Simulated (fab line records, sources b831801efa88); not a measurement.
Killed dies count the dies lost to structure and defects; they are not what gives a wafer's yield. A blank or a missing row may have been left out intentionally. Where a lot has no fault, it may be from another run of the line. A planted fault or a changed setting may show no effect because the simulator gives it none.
A single fault, viewed from 2 desks	flow sky130	only its own numbers are on each desk; what lay behind them is given at the end

== METROLOGY DESK ==
What the gauges read for every lot (on any tool): the sampled wafers with a number, averaged. The brackets show how far a lot's mean lies from the usual mean; more than 4 standard deviations puts the lot out of limits, marked OUT.
Columns: A = METAL5_ALCU_RS at SKY_METAL5_RS_MEAS_05, usual 0.0271 ohm/sq
lot	first seen here	A
L624	day 42 12:46	0.0273
L625	day 43 05:49	0.0269
L628	day 43 17:16	0.0267
L630	day 44 15:08	0.0274
L631	day 45 00:50	0.0273
L632	day 45 19:55	0.0268
L634	day 46 03:14	0.0269
L635	day 46 03:50	0.0269
L638	day 46 17:15	0.0279
L641	day 47 14:30	0.0271
L642	day 47 14:43	0.0269
L643	day 48 01:41	0.0275
Result from this desk: across the 12 lots, nothing is out of limits.

== AT THE TOOL OWNER'S DESK: plasma_asher-01 ==
The tool's own readings at SKY_VIA4_STRIP_13 (strips in O2/N2): means of the sampled wafers that have a number, for each lot that ran on this tool. The brackets show how far a lot's mean lies from the usual mean; more than 4 standard deviations puts the lot out of limits, marked OUT.
Columns: A = drypump_motor_current_A at SKY_VIA4_STRIP_13, usual 5.5 A; B = oes_product_au at SKY_VIA4_STRIP_13, usual 0.710 a.u.; C = strip_time_to_endpoint_s at SKY_VIA4_STRIP_13, usual 12.799 s
lot	first seen here	A	B	C
L624	day 42 11:16	5.5	0.712	12.837
L625	day 43 04:22	5.5	0.714	12.801
L628	day 43 15:37	5.5	0.709	12.776
L631	day 44 23:20	5.5	0.708	12.815
L634	day 46 01:46	5.5	0.711	12.803
L635	day 46 02:22	5.6	0.707	12.821
L641	day 47 11:05	5.5	0.710	12.796
L642	day 47 11:31	5.5	0.709	12.777
L643	day 47 23:46	5.6	0.709	12.775
Result from this desk: across the 9 lots, nothing is out of limits.

== TAKEN TOGETHER ==
Nothing out of limits was seen by the metrology desk.
The desk of the tool owner found nothing out of limits.

== WHAT THE SIMULATOR HAD INSERTED ==
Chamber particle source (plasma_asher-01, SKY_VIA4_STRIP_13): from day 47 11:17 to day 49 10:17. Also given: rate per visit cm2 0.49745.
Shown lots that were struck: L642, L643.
